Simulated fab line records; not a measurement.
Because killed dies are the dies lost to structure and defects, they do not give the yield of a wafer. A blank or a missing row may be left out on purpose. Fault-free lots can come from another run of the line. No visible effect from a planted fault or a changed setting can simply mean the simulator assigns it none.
Chamber matching / flow sky130 / rie-diel-01 running SKY_POLY_GATE_ETCH_16: 4 sister chambers
The step etches Si3N4 in CH3F/O2, stops on poly-Si, time 147.5 s, target depth 75 nm. 16 wafers are shown with their chamber, then 8 later ones without.

WAFERS PAIRED WITH THEIR CHAMBERS
wafer=L077.1; chamber=1; drypump-motor-current-A (A)=5.3; oes-product-au (a.u.)=0.651; ch3f-flow-sccm (sccm)=39.94
wafer=L077.2; chamber=2; drypump-motor-current-A (A)=5.7; oes-product-au (a.u.)=0.641; ch3f-flow-sccm (sccm)=40.06
wafer=L077.4; chamber=3; drypump-motor-current-A (A)=5.8; oes-product-au (a.u.)=0.649; ch3f-flow-sccm (sccm)=39.83
wafer=L080.2; chamber=2; drypump-motor-current-A (A)=5.7; oes-product-au (a.u.)=0.642; ch3f-flow-sccm (sccm)=40.06
wafer=L080.3; chamber=1; drypump-motor-current-A (A)=5.3; oes-product-au (a.u.)=0.642; ch3f-flow-sccm (sccm)=39.95
wafer=L080.4; chamber=3; drypump-motor-current-A (A)=5.8; oes-product-au (a.u.)=0.644; ch3f-flow-sccm (sccm)=39.93
wafer=L082.1; chamber=0; drypump-motor-current-A (A)=6.6; oes-product-au (a.u.)=0.646; ch3f-flow-sccm (sccm)=40.05
wafer=L082.3; chamber=1; drypump-motor-current-A (A)=5.3; oes-product-au (a.u.)=0.645; ch3f-flow-sccm (sccm)=39.98
wafer=L082.6; chamber=1; drypump-motor-current-A (A)=5.3; oes-product-au (a.u.)=0.648; ch3f-flow-sccm (sccm)=39.93
wafer=L085.2; chamber=0; drypump-motor-current-A (A)=6.5; oes-product-au (a.u.)=0.645; ch3f-flow-sccm (sccm)=40.02
wafer=L085.4; chamber=1; drypump-motor-current-A (A)=5.3; oes-product-au (a.u.)=0.639; ch3f-flow-sccm (sccm)=39.92
wafer=L085.5; chamber=1; drypump-motor-current-A (A)=5.3; oes-product-au (a.u.)=0.646; ch3f-flow-sccm (sccm)=39.87
wafer=L087.2; chamber=3; drypump-motor-current-A (A)=5.8; oes-product-au (a.u.)=0.645; ch3f-flow-sccm (sccm)=40.11
wafer=L087.3; chamber=1; drypump-motor-current-A (A)=5.3; oes-product-au (a.u.)=0.644; ch3f-flow-sccm (sccm)=40.11
wafer=L087.5; chamber=1; drypump-motor-current-A (A)=5.3; oes-product-au (a.u.)=0.634; ch3f-flow-sccm (sccm)=40.09
wafer=L092.1; chamber=2; drypump-motor-current-A (A)=5.7; oes-product-au (a.u.)=0.640; ch3f-flow-sccm (sccm)=39.95

SIGNATURES (averages over the wafers above)
reading=drypump-motor-current-A; chamber 0=6.550; chamber 1=5.300; chamber 2=5.700; chamber 3=5.800; scatter within a chamber=0.0204
reading=oes-product-au; chamber 0=0.64550; chamber 1=0.64363; chamber 2=0.64100; chamber 3=0.64600; scatter within a chamber=0.00423
reading=ch3f-flow-sccm; chamber 0=40.0350; chamber 1=39.9738; chamber 2=40.0233; chamber 3=39.9567; scatter within a chamber=0.0904
Rule: for each reading, subtract the chamber's mean from the wafer's reading, divide by that reading's scatter and square the result; add these up over the readings and take the root, which gives the wafer's distance from the chamber. The wafer belongs to the nearest chamber; if the next one is less than 2 further off, it can't be placed. The scatter is the square root of a quotient: the sum, over the shown wafers, of each reading's squared deviation from its chamber's mean, divided by wafers minus chambers.

WAFERS MISSING THEIR CHAMBER
wafer=L092.2; drypump-motor-current-A (A)=6.6; oes-product-au (a.u.)=0.640; ch3f-flow-sccm (sccm)=40.00
wafer=L092.3; drypump-motor-current-A (A)=5.8; oes-product-au (a.u.)=0.637; ch3f-flow-sccm (sccm)=39.94
wafer=L092.4; drypump-motor-current-A (A)=5.3; oes-product-au (a.u.)=0.648; ch3f-flow-sccm (sccm)=39.93
wafer=L092.5; drypump-motor-current-A (A)=5.8; oes-product-au (a.u.)=0.648; ch3f-flow-sccm (sccm)=39.83
wafer=L092.6; drypump-motor-current-A (A)=5.7; oes-product-au (a.u.)=0.645; ch3f-flow-sccm (sccm)=40.02
wafer=L096.3; drypump-motor-current-A (A)=6.5; oes-product-au (a.u.)=0.641; ch3f-flow-sccm (sccm)=39.81
wafer=L096.5; drypump-motor-current-A (A)=5.7; oes-product-au (a.u.)=0.642; ch3f-flow-sccm (sccm)=40.08
wafer=L096.6; drypump-motor-current-A (A)=5.8; oes-product-au (a.u.)=0.647; ch3f-flow-sccm (sccm)=40.08

WHICH CHAMBER EACH ONE RAN IN
wafer=L092.2; from the rows above=0; in truth=0
wafer=L092.3; from the rows above=3; in truth=3
wafer=L092.4; from the rows above=1; in truth=1
wafer=L092.5; from the rows above=3; in truth=3
wafer=L092.6; from the rows above=2; in truth=2
wafer=L096.3; from the rows above=0; in truth=0
wafer=L096.5; from the rows above=2; in truth=2
wafer=L096.6; from the rows above=3; in truth=3
Placed correctly: 8 of 8. Can't be placed from these rows: 0. Number placed wrongly: 0.
